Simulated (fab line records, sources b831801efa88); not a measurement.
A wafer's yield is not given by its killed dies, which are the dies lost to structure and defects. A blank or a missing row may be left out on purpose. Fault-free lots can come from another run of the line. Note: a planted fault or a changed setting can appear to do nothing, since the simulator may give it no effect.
A lot that was struck, set against a sound lot	flow gf180mcu	14 out of 602 route steps
Sound: the wafers L732.3, L732.4, L732.5. Wafers struck: L728.1, L728.4, L728.5. At the end, the cause is stated.
At each step with rows: each side's tool, then ch and its chambers, then its first start. Under that, the readings that differ: sound wafers	struck wafers	difference of the means	sigmas: that difference in standard deviations of wafers without a fault.
alike: a reading whose means differ by less than 2 such deviations, as well as words and numbers matching on both sides. not compared: withheld readings; readings where some wafer has no value; bounds like >300 that might hide an equal value; numbers whose values overlap and for which the record gives no deviation.
Wherever a step has rows on one side only, a row that says differs or no value, or a row with sigmas, the two part there. Non-overlapping numbers with no deviation appear without sigmas and do not part them. A reading missing from all wafers of one side parts the sides only when that side holds two or more wafers.

first, 3 steps without rows for these wafers: GF_MVPSD_EXPOSE_04 (exposes mask MVPSD, target cd 1000 nm); GF_MVPSD_PEB_05; GF_MVPSD_DEVELOP_06 (develop time 60 s).
GF_MVPSD_OVL_MEAS_07:
  sound on overlay-02, day 9 17:16; struck on overlay-01, day 8 17:03
  alike: MVPSD_OVL
then, 2 steps without rows for these wafers: GF_MVPSD_IMPLANT_08; GF_MVPSD_IMPLANT_09.
GF_MVPSD_STRIP_10: strips in O2/N2.
  sound on plasmaAsher-03 ch 0,1, day 9 17:37; struck on plasmaAsher-04 ch 1, day 8 17:23
  alike: drypumpMotorCurrentA, heaterPowerW, oesProductAu, platenTempC, stripTimeToEndpointS
  not compared: rfHoursCounterH
GF_MVPSD_TW_MEAS_11:
  sound on filmMetro-04, day 9 17:43; struck on filmMetro-04, day 8 17:29
  alike: MVPSD_TW
then, 4 steps without rows for these wafers: GF_VT_IMPLANT_DEHYDRATE_00 (time 60 s); GF_VT_IMPLANT_HMDS_01 (prime time 60 s); GF_VT_IMPLANT_COAT_02 (resist thk 1000 nm); GF_VT_IMPLANT_SOFTBAKE_03 (time 60 s).
GF_VT_IMPLANT_EXPOSE_04: exposes mask LVPWELL LV AREA, target cd 600 nm.
  struck on ilineStepper-02, day 9 01:49; sound on ilineStepper-01 ch 0, day 10 02:43
  no value came back on the struck wafers for exposureDoseMJCm2, focusOffsetNm (nm); on the sound wafers exposureDoseMJCm2 reads 140.25 140.18 140.32
  alike: mask
after that, 1 step had no rows for these wafers: GF_VT_IMPLANT_PEB_05.

== WHERE THEY PART ==
At GF_VT_IMPLANT_EXPOSE_04 and nowhere else, as far as this record goes.

WHY: whatever the simulator had introduced
Step skipped in full: ilineStepper-02, at GF_VT_IMPLANT_EXPOSE_04, from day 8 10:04 onward. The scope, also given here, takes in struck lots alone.
